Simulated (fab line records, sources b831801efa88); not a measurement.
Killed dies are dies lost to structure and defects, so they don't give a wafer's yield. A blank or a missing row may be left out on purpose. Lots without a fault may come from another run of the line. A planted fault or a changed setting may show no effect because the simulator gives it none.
fab line records | flow gf180mcu
record lots=5 wafers=15 last_day=33
route steps=602 shown CONTACT@299 M1@315
lots that met no fault: from a run of the same line without faults
start_h: hours from the record's first day to the start of the lot's first wafer shown | wait_h: hours since the lot's step before | " the same as in the row above | L1.1+2: a row that stands for several wafers | - no value, or no start given | * or withheld: withheld | < > ~ a bound
route shown NAME@n: a module of which the file shows steps, and the number in the route of the first | usual: mean/standard deviation of fault-free wafers | same: alike in all rows | chamber/n: place in a boat | sites: the reading at each site | _std_site: their standard deviation | _edge_site: outer sites' mean less inner sites' | radius_mm: how far each site lies from the wafer's centre | mask NAME#n: copy n | behind: the tool/chamber that last shaped the wafer | hold: why the lot was held/for how many hours/how that ended | device: the transistor (n, p or np) that didn't switch | end of line: the same wafers' tests at the end of the route | a step without rows: its recipe alone | killed: dies lost to structure and defects at the first sort, not the wafer's yield | map: a wafer's dies, x killed, . not, _ none there
set.NAME: the setting as run; set.NAME@STEP: as run at that earlier step | model.NAME: the simulator's own value behind a step, which no gauge read
lots at some steps of the route; a table a step, a row a wafer
services: from which hour (start_h, from the record's first day; less than 0 if before it) a tool's chamber was out of use, for how many hours, and why
## steps
# step GF_CONTACT_PEB_12
# recipe peb_temp_c=135 peb_time_s=90 resist=KrF
# usual resist_line_temp_C=23.00/0.1
# columns lot.wafer tool chamber start_h wait_h resist_line_temp_C
L084.1 litho_track-04 0 - - 22.97
L084.5 " 0 " " 22.90
L084.6 " 0 " " 23.04
L085.3 litho_track-04 0 - - 23.04
L085.4 " 0 " " 22.95
L085.5 " 0 " " 22.90
L086.2 litho_track-04 0 - - 22.83
L086.4 " 0 " " 22.93
L086.5 " 0 " " 22.86
L087.3 litho_track-03 0 - - 23.05
L087.4 " 0 " " 23.12
L087.5 " 0 " " 22.91
L094.1 litho_track-03 0 - - 22.92
L094.4 " 0 " " 22.93
L094.5 " 0 " " 23.16
# step GF_CONTACT_DEVELOP_13
# recipe develop_time_s=60 resist=KrF dev_temp_c=21
# usual developer_temp_C=20.99/0.098 resist_line_temp_C=23.01/0.11
# same develop_time_s=60
# columns lot.wafer tool chamber start_h wait_h developer_temp_C resist_line_temp_C
L084.1 litho_track-04 0 452.26 0.2 21.16 22.88
L084.5 " 0 " " 21.17 22.79
L084.6 " 0 " " 21.21 22.84
L085.3 litho_track-04 0 461.16 0.1 21.06 22.96
L085.4 " 0 " " 21.02 22.93
L085.5 " 0 " " 21.09 22.95
L086.2 litho_track-04 0 467.73 0.2 20.69 22.94
L086.4 " 0 " " 20.81 22.97
L086.5 " 0 " " 20.93 23.05
L087.3 litho_track-03 0 475.91 0.1 20.88 23.04
L087.4 " 0 " " 20.81 22.97
L087.5 " 0 " " 20.89 23.00
L094.1 litho_track-03 0 533.71 0.2 20.98 23.11
L094.4 " 0 " " 20.96 23.09
L094.5 " 0 " " 21.16 23.06
# step GF_CONTACT_CD_MEAS_14
# recipe target_cd_nm=220
# usual cd_nm=219.9/1.7
# columns lot.wafer tool chamber start_h wait_h cd_nm
L084.1 cd_sem-02 - 452.41 0.1 218.9
L084.5 " - " " 218.5
L084.6 " - " " 217.1
L085.3 cd_sem-02 - 461.30 0.1 220.5
L085.4 " - " " 220.8
L085.5 " - " " 220.7
L086.2 cd_sem-02 - 467.88 0.1 220.7
L086.4 " - " " 219.6
L086.5 " - " " 220.5
L087.3 cd_sem-02 - 476.05 0.1 219.6
L087.4 " - " " 219.4
L087.5 " - " " 218.4
L094.1 cd_sem-02 - 533.86 0.1 222.2
L094.4 " - " " 222.0
L094.5 " - " " 222.0
# step GF_CONTACT_OVL_MEAS_15
# usual CONTACT_OVL=0/5.9
# columns lot.wafer tool chamber start_h wait_h CONTACT_OVL[nm]
L084.1 overlay-02 - 452.53 0.1 -1
L084.5 " - " " 5
L084.6 " - " " -5
L085.3 overlay-02 - 461.39 0.1 -1
L085.4 " - " " 4
L085.5 " - " " 1
L086.2 overlay-02 - 467.98 0.1 -6
L086.4 " - " " -3
L086.5 " - " " -17
L087.3 overlay-02 - 476.14 0.1 3
L087.4 " - " " -4
L087.5 " - " " 0
L094.1 overlay-01 - 533.98 0.1 1
L094.4 " - " " 1
L094.5 " - " " -2
# step GF_CONTACT_ETCH_16
# recipe chemistry=N2/H2 target_depth_a=withheld overetch_a=withheld time_s=withheld target=BARC ion_energy_ev=200 source_w=500 bias_w=100 pressure_mtorr=30 n2_flow_sccm=100 h2_flow_sccm=200
# usual drypump_motor_current_A=6.0/0.42 h2_flow_sccm=200.1/0.71 n2_flow_sccm=100.0/0.33 oes_product_au=0.855/0.0048 throttle_valve_pct=13.226/0.0087
# columns lot.wafer tool chamber start_h wait_h drypump_motor_current_A h2_flow_sccm n2_flow_sccm oes_product_au throttle_valve_pct
L084.1 rie_diel-01 2 452.56 0.0 6.5 200.6 99.7 0.856 13.230
L084.5 " 1 " " 6.1 199.9 100.4 0.856 13.234
L084.6 " 0 " " 5.9 199.3 99.5 0.875 13.229
L085.3 rie_diel-04 0 461.41 0.0 6.0 200.1 99.8 0.855 13.226
L085.4 " 1 " " 5.3 201.1 100.1 0.862 13.222
L085.5 " 1 " " 5.2 199.8 100.3 0.855 13.217
L086.2 rie_diel-02 2 468.01 0.0 6.4 201.7 100.7 0.853 13.237
L086.4 " 0 " " 6.4 200.1 100.1 0.852 13.218
L086.5 " 2 " " 6.4 201.3 100.6 0.856 13.222
L087.3 rie_diel-02 1 476.16 0.0 5.9 199.7 99.6 0.851 13.246
L087.4 " 0 " " 6.4 200.0 99.9 0.854 13.234
L087.5 " 3 " " 5.4 200.7 99.8 0.865 13.219
L094.1 rie_diel-04 1 534.01 0.0 5.3 198.7 99.8 0.852 13.217
L094.4 " 0 " " 6.0 198.9 100.2 0.852 13.224
L094.5 " 1 " " 5.2 199.2 99.6 0.853 13.221
# step GF_CONTACT_ETCH_17
# recipe chemistry=C4F8/O2/Ar mask_material=KrF target=SiO2 stop_on=CoSi2 source_w=1500 bias_w=1200 pressure_mtorr=40 c4f8_flow_sccm=withheld O2_flow_sccm=6 Ar_flow_sccm=300 time_s=withheld target_depth_a=8600
# usual oes_product_au=0.816/0.0049
# columns lot.wafer tool chamber start_h wait_h oes_product_au
L084.1 rie_diel-01 2 - - 0.805
L084.5 " 1 " " 0.817
L084.6 " 0 " " 0.811
L085.3 rie_diel-04 0 - - 0.825
L085.4 " 1 " " 0.818
L085.5 " 1 " " 0.823
L086.2 rie_diel-02 2 - - 0.806
L086.4 " 0 " " 0.810
L086.5 " 2 " " 0.819
L087.3 rie_diel-02 1 - - 0.818
L087.4 " 0 " " 0.816
L087.5 " 3 " " 0.819
L094.1 rie_diel-04 1 - - 0.814
L094.4 " 0 " " 0.820
L094.5 " 1 " " 0.812
# step GF_CONTACT_STRIP_18
# recipe chemistry=O2/N2 power_w=1400 pressure_mtorr=1500 platen_temp_c=250 o2_flow_sccm=3000 n2_flow_sccm=300 overash_fraction=0.5
# usual drypump_motor_current_A=5.5/0.41 heater_power_w=320/35 n2_flow_sccm=300.1/0.86 oes_product_au=0.580/0.0053
# same overash_fraction=0.5
# columns lot.wafer tool chamber start_h wait_h drypump_motor_current_A heater_power_w n2_flow_sccm oes_product_au rf_hours_counter_h
L084.1 plasma_asher-02 1 452.73 - 5.0 297 300.9 0.574 63
L084.5 " 1 " " 4.9 296 299.4 0.581 -
L084.6 " 0 " " 5.6 348 301.8 0.584 -
L085.3 plasma_asher-03 1 461.61 - 5.8 297 300.2 0.576 -
L085.4 " 0 " " 5.2 289 299.4 0.570 -
L085.5 " 0 " " 5.3 293 299.4 0.587 -
L086.2 plasma_asher-01 1 468.18 - 6.2 288 300.5 0.585 88
L086.4 " 0 " " 5.8 383 299.8 0.584 -
L086.5 " 1 " " 6.2 290 300.3 0.577 -
L087.3 plasma_asher-01 1 476.36 - 6.2 297 299.9 0.574 -
L087.4 " 0 " " 5.7 395 300.3 0.580 -
L087.5 " 0 " " 5.7 394 300.1 0.581 -
L094.1 plasma_asher-01 1 534.18 - 6.2 285 300.0 0.577 95
L094.4 " 1 " " 6.2 288 299.5 0.584 -
L094.5 " 1 " " 6.2 289 299.6 0.581 -
# step GF_CONTACT_CLEAN_19
# recipe chemistry=SPM
# columns lot.wafer tool chamber start_h wait_h
L084.1+5+6 wet_bench-04 2 452.83 0.1
L085.3+4+5 wet_bench-01 2 461.68 0.0
L086.2+4+5 wet_bench-04 0 468.28 0.1
L087.3+4+5 wet_bench-01 0 476.43 0.0
L094.1+4+5 wet_bench-03 3 534.28 0.1
# step GF_CONTACT_CLEAN_20
# recipe chemistry=DIW
# columns lot.wafer tool chamber start_h wait_h
L084.1+5+6 wet_bench-01 1 452.94 0.0
L085.3+4+5 wet_bench-03 2 461.78 0.0
L086.2+4+5 wet_bench-03 3 468.37 0.0
L087.3+4+5 wet_bench-03 1 476.53 0.0
L094.1+4+5 wet_bench-04 3 534.38 0.0
# step GF_CONTACT_CLEAN_21
# recipe chemistry=dHF time_s=20 dilution=100:1 dry=ipa_marangoni
# columns lot.wafer tool chamber start_h wait_h
L084.1+5+6 wet_bench-04 2 453.03 0.0
L085.3+4+5 wet_bench-04 0 461.87 0.0
L086.2+4+5 wet_bench-01 3 468.47 0.0
L087.3+4+5 wet_bench-04 0 476.62 0.0
L094.1+4+5 wet_bench-01 3 534.47 0.0
# step GF_CONTACT_SPUTTER_22
# recipe material=Ti target_thk_nm=15 chamber_pressure_pa=5 power_w=2500 substrate_temp_c=200 time_s=80.02
# usual throttle_valve_pct=30.2/1.3
# columns lot.wafer tool chamber start_h wait_h throttle_valve_pct
L084.1 pvd_sputter-04 - 453.04 0.0 27.8
L084.5 " - " " 27.9
L084.6 " - " " 31.1
L085.3 pvd_sputter-04 - 461.88 0.0 28.0
L085.4 " - " " 28.0
L085.5 " - " " 29.5
L086.2 pvd_sputter-01 - 468.49 0.0 31.6
L086.4 " - " " 30.7
L086.5 " - " " 29.0
L087.3 pvd_sputter-04 - 476.63 0.0 31.5
L087.4 " - " " 28.0
L087.5 " - " " 29.6
L094.1 pvd_sputter-01 - 534.48 0.0 30.7
L094.4 " - " " 31.2
L094.5 " - " " 30.6
# step GF_CONTACT_SPUTTER_23
# recipe material=TiN target_thk_nm=10 chamber_pressure_pa=5 power_w=4000 time_s=40
# usual throttle_valve_pct=30.2/1.3
# columns lot.wafer tool chamber start_h wait_h throttle_valve_pct
L084.1 pvd_sputter-04 - 453.11 0.0 27.8
L084.5 " - " " 28.0
L084.6 " - " " 31.7
L085.3 pvd_sputter-04 - 461.94 0.0 28.1
L085.4 " - " " 27.9
L085.5 " - " " 29.7
L086.2 pvd_sputter-01 - 468.55 0.0 31.4
L086.4 " - " " 30.8
L086.5 " - " " 29.4
L087.3 pvd_sputter-04 - 476.69 0.0 31.5
L087.4 " - " " 28.1
L087.5 " - " " 29.4
L094.1 pvd_sputter-01 - 534.54 0.0 30.8
L094.4 " - " " 31.6
L094.5 " - " " 30.9
# step GF_CONTACT_CVD_24
# recipe material=W target_thk_nm=300 time_s=90.339 temp_c=403.5 pressure_torr=40
# usual chamber_pressure_Torr=40.00/0.092 heater_power_w=845/31
# columns lot.wafer tool chamber start_h wait_h chamber_pressure_Torr heater_power_w
L084.1 cvd_w-01 0 453.14 0.0 40.01 818
L084.5 " 0 " " 39.84 823
L084.6 " 1 " " 40.01 833
L085.3 cvd_w-02 0 462.02 0.1 39.88 903
L085.4 " 1 " " 40.04 852
L085.5 " 1 " " 40.00 839
L086.2 cvd_w-01 1 468.59 0.0 39.87 823
L086.4 " 1 " " 39.90 850
L086.5 " 0 " " 39.92 825
L087.3 cvd_w-02 0 476.77 0.1 39.95 899
L087.4 " 1 " " 40.06 834
L087.5 " 1 " " 40.27 870
L094.1 cvd_w-02 0 534.58 0.0 39.96 885
L094.4 " 0 " " 40.17 905
L094.5 " 0 " " 39.95 902
# step GF_CONTACT_RS_MEAS_25
# recipe thk_meas_gauge=four-point-probe reads=W_of_CONTACT_CVD_24+TiN_of_CONTACT_SPUTTER_23+Ti_of_CONTACT_SPUTTER_22
# usual CONTACT_W_RS=0.364/0.004
# columns lot.wafer tool chamber start_h wait_h CONTACT_W_RS[ohm/sq]
L084.1 film_metro-04 - 453.25 0.1 0.365
L084.5 " - " " 0.365
L084.6 " - " " 0.363
L085.3 film_metro-04 - 462.12 0.1 0.361
L085.4 " - " " 0.369
L085.5 " - " " 0.368
L086.2 film_metro-02 - 468.71 0.1 0.366
L086.4 " - " " 0.364
L086.5 " - " " 0.370
L087.3 film_metro-04 - 476.87 0.1 0.363
L087.4 " - " " 0.364
L087.5 " - " " 0.369
L094.1 film_metro-01 - 534.68 0.1 0.366
L094.4 " - " " 0.362
L094.5 " - " " 0.362
# step GF_CONTACT_THK_MEAS_26
# recipe thk_meas_gauge=xrf reads=W_of_CONTACT_CVD_24
# usual CONTACT_W_THK=326/5.1
# columns lot.wafer tool chamber start_h wait_h CONTACT_W_THK[nm]
L084.1 film_metro-04 - 453.37 0.1 322
L084.5 " - " " 323
L084.6 " - " " 324
L085.3 film_metro-04 - 462.22 0.1 322
L085.4 " - " " 318
L085.5 " - " " 315
L086.2 film_metro-02 - 468.82 0.1 325
L086.4 " - " " 328
L086.5 " - " " 320
L087.3 film_metro-04 - 476.97 0.1 322
L087.4 " - " " 320
L087.5 " - " " 316
L094.1 film_metro-01 - 534.80 0.1 330
L094.4 " - " " 335
L094.5 " - " " 334
# step GF_CONTACT_CMP_27
# recipe stop_on=SiO2 down_force_psi=3.5 platen_rpm=60 t_overpolish_s=15 target_thk_nm=0 pad_velocity_m_s=0.94248
# usual motor_current_A=11.3/1.2 overpolish_run_s=15.001/0.0094 time_to_endpoint_s=76/5.5
# columns lot.wafer tool chamber start_h wait_h motor_current_A overpolish_run_s time_to_endpoint_s
L084.1 cmp-02 0 453.58 0.2 11.9 14.998 81
L084.6 " 1 " " 12.1 15.010 84
L084.5 " 2 " " 9.4 14.987 70
L085.4 cmp-01 3 462.31 0.1 12.2 14.997 67
L085.3 " 0 " " 10.2 15.015 77
L085.5 " 2 " " 12.5 15.019 70
L086.4 cmp-01 0 468.92 0.1 10.0 15.009 79
L086.2 " 1 " " 11.4 14.996 75
L086.5 " 0 " " 10.7 15.003 79
L087.4 cmp-02 0 477.01 0.0 11.9 14.994 83
L087.3 " 3 " " 11.0 14.986 81
L087.5 " 1 " " 12.6 14.985 83
L094.1 cmp-02 3 534.91 0.1 11.0 15.009 76
L094.4 " 1 " " 13.2 15.006 83
L094.5 " 2 " " 9.6 15.027 70
# step GF_M1_SPUTTER_00
# recipe material=Ti target_thk_nm=37.5 arriving_ion_energy_ev=80 substrate_temp_c=200 chamber_pressure_pa=2 power_w=4000 time_s=150
# usual throttle_valve_pct=30.4/1.1
# columns lot.wafer tool chamber start_h wait_h throttle_valve_pct
L084.1 pvd_sputter-04 - 453.73 0.1 29.5
L084.5 " - " " 31.4
L084.6 " - " " 27.9
L085.3 pvd_sputter-03 - 462.56 0.1 30.2
L085.4 " - " " 29.5
L085.5 " - " " 30.7
L086.2 pvd_sputter-04 - 469.17 0.1 29.8
L086.4 " - " " 32.2
L086.5 " - " " 29.5
L087.3 pvd_sputter-01 - 477.31 0.1 30.9
L087.4 " - " " 30.6
L087.5 " - " " 30.3
L094.1 pvd_sputter-03 - 535.16 0.2 30.5
L094.4 " - " " 30.9
L094.5 " - " " 30.9
# step GF_M1_SPUTTER_01
# recipe material=TiN target_thk_nm=30 power_w=6500 time_s=25 chamber_pressure_pa=0.4
# usual throttle_valve_pct=30.4/1.1
# columns lot.wafer tool chamber start_h wait_h throttle_valve_pct
L084.1 pvd_sputter-04 - 453.83 0.1 29.7
L084.5 " - " " 31.6
L084.6 " - " " 27.7
L085.3 pvd_sputter-03 - 462.66 0.1 30.2
L085.4 " - " " 29.8
L085.5 " - " " 30.8
L086.2 pvd_sputter-04 - 469.27 0.1 29.6
L086.4 " - " " 32.3
L086.5 " - " " 29.7
L087.3 pvd_sputter-01 - 477.41 0.1 30.9
L087.4 " - " " 30.6
L087.5 " - " " 30.0
L094.1 pvd_sputter-03 - 535.26 0.1 30.5
L094.4 " - " " 31.0
L094.5 " - " " 30.8
# step GF_M1_SPUTTER_02
# recipe material=AlCu target_thk_nm=450 power_w=10600 time_s=23.9 chamber_pressure_pa=0.4
# usual throttle_valve_pct=30.4/1.1
# columns lot.wafer tool chamber start_h wait_h throttle_valve_pct
L084.1 pvd_sputter-04 - 453.86 0.0 29.3
L084.5 " - " " 31.0
L084.6 " - " " 27.8
L085.3 pvd_sputter-03 - 462.69 0.0 30.4
L085.4 " - " " 29.9
L085.5 " - " " 30.9
L086.2 pvd_sputter-04 - 469.30 0.0 29.3
L086.4 " - " " 32.4
L086.5 " - " " 29.4
L087.3 pvd_sputter-01 - 477.44 0.0 30.8
L087.4 " - " " 30.3
L087.5 " - " " 30.6
L094.1 pvd_sputter-03 - 535.29 0.0 30.2
L094.4 " - " " 31.5
L094.5 " - " " 30.6
# step GF_M1_SPUTTER_03
# recipe material=Ti target_thk_nm=10 substrate_temp_c=300 chamber_pressure_pa=0.3 power_w=3000 time_s=6.7
# usual throttle_valve_pct=30.4/1.1
# columns lot.wafer tool chamber start_h wait_h throttle_valve_pct
L084.1 pvd_sputter-04 - 453.89 0.0 29.5
L084.5 " - " " 31.2
L084.6 " - " " 28.2
L085.3 pvd_sputter-03 - 462.72 0.0 30.7
L085.4 " - " " 30.0
L085.5 " - " " 30.8
L086.2 pvd_sputter-04 - 469.33 0.0 29.5
L086.4 " - " " 32.1
L086.5 " - " " 29.5
L087.3 pvd_sputter-01 - 477.47 0.0 30.7
L087.4 " - " " 30.7
L087.5 " - " " 30.2
L094.1 pvd_sputter-03 - 535.32 0.0 30.5
L094.4 " - " " 30.8
L094.5 " - " " 30.8
# step GF_M1_SPUTTER_04
# recipe material=TiN target_thk_nm=50 power_w=6500 time_s=41.7 chamber_pressure_pa=0.4
# usual throttle_valve_pct=30.4/1.1
# columns lot.wafer tool chamber start_h wait_h throttle_valve_pct
L084.1 pvd_sputter-04 - 453.91 0.0 29.5
L084.5 " - " " 31.5
L084.6 " - " " 27.8
L085.3 pvd_sputter-03 - 462.74 0.0 30.5
L085.4 " - " " 29.6
L085.5 " - " " 30.6
L086.2 pvd_sputter-04 - 469.35 0.0 29.5
L086.4 " - " " 32.3
L086.5 " - " " 29.5
L087.3 pvd_sputter-01 - 477.49 0.0 31.0
L087.4 " - " " 30.3
L087.5 " - " " 30.3
L094.1 pvd_sputter-03 - 535.34 0.0 30.2
L094.4 " - " " 31.0
L094.5 " - " " 30.9
# step GF_M1_RS_MEAS_05
# recipe thk_meas_gauge=four-point-probe reads=TiN_of_M1_SPUTTER_04+Ti_of_M1_SPUTTER_03+AlCu_of_M1_SPUTTER_02+TiN_of_M1_SPUTTER_01+Ti_of_M1_SPUTTER_00
# usual M1_ALCU_RS=0.0689/0.00071
# columns lot.wafer tool chamber start_h wait_h M1_ALCU_RS[ohm/sq]
L084.1 film_metro-01 - 453.95 0.0 0.0692
L084.5 " - " " 0.0693
L084.6 " - " " 0.0687
L085.3 film_metro-01 - 462.82 0.1 0.0685
L085.4 " - " " 0.0690
L085.5 " - " " 0.0689
L086.2 film_metro-03 - 469.41 0.0 0.0705
L086.4 " - " " 0.0716
L086.5 " - " " 0.0710
L087.3 film_metro-03 - 477.57 0.1 0.0683
L087.4 " - " " 0.0686
L087.5 " - " " 0.0686
L094.1 film_metro-01 - 535.38 0.0 0.0686
L094.4 " - " " 0.0682
L094.5 " - " " 0.0685
# step GF_M1_THK_MEAS_06
# recipe thk_meas_gauge=xrf reads=AlCu_of_M1_SPUTTER_02
# usual M1_ALCU_THK=460/4.8
# columns lot.wafer tool chamber start_h wait_h M1_ALCU_THK[nm]
L084.1 film_metro-01 - 454.07 0.1 457
L084.5 " - " " 457
L084.6 " - " " 463
L085.3 film_metro-01 - 462.92 0.1 462
L085.4 " - " " 457
L085.5 " - " " 460
L086.2 film_metro-03 - 469.52 0.1 452
L086.4 " - " " 445
L086.5 " - " " 448
L087.3 film_metro-03 - 477.67 0.1 465
L087.4 " - " " 462
L087.5 " - " " 462
L094.1 film_metro-01 - 535.50 0.1 460
L094.4 " - " " 462
L094.5 " - " " 461
# step GF_M1_DEHYDRATE_07
# recipe temp_c=200 time_s=60
# usual resist_line_temp_C=23.00/0.1
# columns lot.wafer tool chamber start_h wait_h resist_line_temp_C
L084.1 litho_track-03 0 465.96 11.9 23.07
L084.5 " 0 " " 23.02
L084.6 " 0 " " 23.03
L085.3 litho_track-03 0 474.76 11.8 22.83
L085.4 " 0 " " 22.99
L085.5 " 0 " " 23.12
L086.2 litho_track-03 0 480.73 11.2 22.96
L086.4 " 0 " " 23.02
L086.5 " 0 " " 23.07
L087.3 litho_track-03 0 489.21 11.5 22.82
L087.4 " 0 " " 22.97
L087.5 " 0 " " 23.08
L094.1 litho_track-03 0 545.96 10.4 23.02
L094.4 " 0 " " 23.04
L094.5 " 0 " " 22.98
# step GF_M1_HMDS_08
# recipe prime_time_s=60 prime_temp_c=120
# usual resist_line_temp_C=23.00/0.11
# columns lot.wafer tool chamber start_h wait_h resist_line_temp_C
L084.1 litho_track-03 0 466.11 0.1 23.03
L084.5 " 0 " " 22.97
L084.6 " 0 " " 22.99
L085.3 litho_track-03 0 474.91 0.1 23.06
L085.4 " 0 " " 23.34
L085.5 " 0 " " 22.99
L086.2 litho_track-03 0 480.88 0.1 23.12
L086.4 " 0 " " 22.92
L086.5 " 0 " " 23.17
L087.3 litho_track-03 0 489.36 0.1 23.10
L087.4 " 0 " " 23.10
L087.5 " 0 " " 22.92
L094.1 litho_track-03 0 546.11 0.1 23.01
L094.4 " 0 " " 23.11
L094.5 " 0 " " 23.15
# step GF_M1_COAT_09
# recipe resist=KrF spin_rpm=withheld resist_thk_nm=1000
# usual dispense_pressure_kPa=56.2/1.8 resist_line_temp_C=22.96/0.11
# columns lot.wafer tool chamber start_h wait_h dispense_pressure_kPa resist_line_temp_C
L084.1 litho_track-03 0 466.26 0.1 56.9 22.99
L084.5 " 0 " " 56.9 22.95
L084.6 " 0 " " 56.9 22.77
L085.3 litho_track-03 0 475.06 0.1 56.9 22.99
L085.4 " 0 " " 56.9 22.99
L085.5 " 0 " " 56.9 22.93
L086.2 litho_track-03 0 481.03 0.1 56.9 22.81
L086.4 " 0 " " 56.9 22.75
L086.5 " 0 " " 56.9 22.82
L087.3 litho_track-03 0 489.51 0.1 56.9 23.00
L087.4 " 0 " " 56.9 22.93
L087.5 " 0 " " 56.9 23.12
L094.1 litho_track-03 0 546.26 0.1 56.8 22.92
L094.4 " 0 " " 56.8 22.90
L094.5 " 0 " " 56.8 22.87
# step GF_M1_SOFTBAKE_10
# recipe temp_c=130 time_s=60 resist=KrF
# usual resist_line_temp_C=23.03/0.1
# columns lot.wafer tool chamber start_h wait_h resist_line_temp_C
L084.1 litho_track-03 0 466.41 0.1 23.00
L084.5 " 0 " " 23.05
L084.6 " 0 " " 22.97
L085.3 litho_track-03 0 475.21 0.1 23.09
L085.4 " 0 " " 23.00
L085.5 " 0 " " 23.06
L086.2 litho_track-03 0 481.18 0.1 22.87
L086.4 " 0 " " 22.87
L086.5 " 0 " " 22.93
L087.3 litho_track-03 0 489.66 0.1 23.14
L087.4 " 0 " " 22.98
L087.5 " 0 " " 23.03
L094.1 litho_track-03 0 546.41 0.1 22.87
L094.4 " 0 " " 23.06
L094.5 " 0 " " 23.09
# step GF_M1_EXPOSE_11
# recipe mask_id=Metal1 target_cd_nm=230 na=0.68 source_shape=conventional sigma_outer=0.6 dose_mj=28
# usual exposure_dose_mJ_cm2=28.111/0.027
# same sigma_outer=0.6
# columns lot.wafer tool chamber start_h wait_h mask exposure_dose_mJ_cm2
L084.1 krf_scanner-02 0 - - Metal1#0 28.100
L084.5 " 0 " " Metal1#0 28.078
L084.6 " 0 " " Metal1#0 28.133
L085.3 krf_scanner-02 0 - - Metal1#0 28.136
L085.4 " 0 " " Metal1#0 28.136
L085.5 " 0 " " Metal1#0 28.084
L086.2 krf_scanner-02 0 - - Metal1#0 28.107
L086.4 " 0 " " Metal1#0 28.101
L086.5 " 0 " " Metal1#0 28.098
L087.3 krf_scanner-02 0 - - Metal1#0 28.104
L087.4 " 0 " " Metal1#0 28.104
L087.5 " 0 " " Metal1#0 28.057
L094.1 krf_scanner-02 0 - - Metal1#0 28.128
L094.4 " 0 " " Metal1#0 28.096
L094.5 " 0 " " Metal1#0 28.160
# step GF_M1_PEB_12
# recipe peb_temp_c=135 peb_time_s=87.21 resist=KrF
# usual resist_line_temp_C=22.98/0.11
# columns lot.wafer tool chamber start_h wait_h resist_line_temp_C
L084.1 litho_track-01 0 - - 22.97
L084.5 " 0 " " 22.85
L084.6 " 0 " " 23.06
L085.3 litho_track-01 0 - - 23.11
L085.4 " 0 " " 23.01
L085.5 " 0 " " 22.89
L086.2 litho_track-03 0 - - 23.04
L086.4 " 0 " " 23.00
L086.5 " 0 " " 23.12
L087.3 litho_track-02 0 - - 22.98
L087.4 " 0 " " 22.85
L087.5 " 0 " " 22.95
L094.1 litho_track-03 0 - - 23.00
L094.4 " 0 " " 23.04
L094.5 " 0 " " 23.02
# step GF_M1_DEVELOP_13
# recipe develop_time_s=60 dev_temp_c=21
# usual developer_temp_C=20.98/0.096 resist_line_temp_C=23.00/0.11
# same develop_time_s=60
# columns lot.wafer tool chamber start_h wait_h developer_temp_C resist_line_temp_C
L084.1 litho_track-01 0 478.64 0.2 20.94 23.12
L084.5 " 0 " " 20.79 23.02
L084.6 " 0 " " 20.94 23.07
L085.3 litho_track-01 0 487.39 0.1 21.05 22.84
L085.4 " 0 " " 21.13 22.85
L085.5 " 0 " " 21.09 22.87
L086.2 litho_track-03 0 492.83 0.2 21.03 22.97
L086.4 " 0 " " 20.91 22.75
L086.5 " 0 " " 20.98 22.97
L087.3 litho_track-02 0 501.18 0.1 20.96 22.94
L087.4 " 0 " " 21.05 22.93
L087.5 " 0 " " 20.97 23.14
L094.1 litho_track-03 0 557.31 0.2 20.85 23.08
L094.4 " 0 " " 21.00 23.08
L094.5 " 0 " " 21.03 22.93
# step GF_M1_CD_MEAS_14
# recipe target_cd_nm=230
# usual cd_nm=230.5/1.3
# columns lot.wafer tool chamber start_h wait_h cd_nm
L084.1 cd_sem-01 - 478.79 0.1 232.7
L084.5 " - " " 232.7
L084.6 " - " " 232.6
L085.3 cd_sem-01 - 487.53 0.1 228.8
L085.4 " - " " 228.6
L085.5 " - " " 228.6
L086.2 cd_sem-01 - 492.98 0.1 229.6
L086.4 " - " " 229.9
L086.5 " - " " 231.5
L087.3 cd_sem-01 - 501.32 0.1 230.2
L087.4 " - " " 230.7
L087.5 " - " " 231.4
L094.1 cd_sem-01 - 557.46 0.1 232.1
L094.4 " - " " 231.9
L094.5 " - " " 232.1
# step GF_M1_OVL_MEAS_15
# usual M1_OVL=2/5.2
# columns lot.wafer tool chamber start_h wait_h M1_OVL[nm]
L084.1 overlay-01 - 478.91 0.1 3
L084.5 " - " " 5
L084.6 " - " " 1
L085.3 overlay-01 - 487.62 0.1 -10
L085.4 " - " " 0
L085.5 " - " " -6
L086.2 overlay-01 - 493.08 0.1 2
L086.4 " - " " -1
L086.5 " - " " -4
L087.3 overlay-01 - 501.41 0.1 -2
L087.4 " - " " -6
L087.5 " - " " -5
L094.1 overlay-02 - 557.58 0.1 3
L094.4 " - " " 0
L094.5 " - " " 2
# step GF_M1_METAL_ETCH_16
# recipe chemistry=Cl2/BCl3 mask_material=KrF target_depth_nm=627.5 stop_on=SiO2 pressure_mtorr=8 icp_w=800 bias_w=140 Cl2_flow_sccm=80 bcl3_flow_sccm=40 time_s=104.6
# usual drypump_motor_current_A=5.4/0.48 oes_product_au=0.975/0.006 throttle_valve_pct=28.245/0.011
# columns lot.wafer tool chamber start_h wait_h drypump_motor_current_A oes_product_au rf_hours_counter_h throttle_valve_pct
L084.1 rie_metal-04 0 478.95 0.0 4.8 0.972 1 28.253
L084.5 " 1 " " 4.9 0.975 - 28.234
L084.6 " 0 " " 4.8 0.976 - 28.244
L085.3 rie_metal-04 0 487.68 0.1 4.9 0.975 - 28.235
L085.4 " 1 " " 4.9 0.972 - 28.244
L085.5 " 0 " " 4.9 0.983 - 28.252
L086.2 rie_metal-03 1 493.11 0.0 5.4 0.964 9 28.241
L086.4 " 1 " " 5.4 0.961 - 28.260
L086.5 " 1 " " 5.4 0.969 - 28.239
L087.3 rie_metal-04 0 501.47 0.1 4.8 0.973 - 28.249
L087.4 " 1 " " 4.9 0.979 - 28.243
L087.5 " 0 " " 4.9 0.974 - 28.240
L094.1 rie_metal-03 0 557.61 0.0 5.7 0.970 3 28.251
L094.4 " 0 " " 5.7 0.977 - 28.241
L094.5 " 0 " " 5.7 0.975 - 28.252
## services
# columns tool chamber start_h hours kind
wet_bench-04 - 434.78 0.5 repair
plasma_asher-03 - 446.94 12.6 repair
cmp-01 - 451.22 1.0 repair
pvd_sputter-04 - 457.06 3.3 repair
pvd_sputter-04 - 465.77 1.2 repair
pvd_sputter-03 - 467.58 21.1 repair
krf_scanner-02 - 468.77 0.8 pm
cvd_w-01 1 469.35 11.6 repair
rie_diel-02 0 486.22 15.6 repair
cvd_w-02 1 500.32 5.0 repair
krf_scanner-02 - 501.84 1.3 pm
cmp-02 - 510.46 0.3 repair
rie_metal-03 - 520.61 4.0 pm
pvd_sputter-03 - 521.49 2.5 repair
rie_diel-04 1 522.36 5.2 repair
krf_scanner-02 - 525.67 1.0 pm
wet_bench-03 - 525.97 2.5 repair
pvd_sputter-01 - 528.56 4.4 repair
rie_diel-02 0 530.14 7.7 repair
rie_diel-01 - 536.48 2.8 pm
rie_diel-02 1 538.83 3.5 repair
cmp-02 - 541.29 0.3 repair
wet_bench-03 - 543.79 1.9 pm
rie_diel-02 - 556.08 14.6 pm
## key
fault none
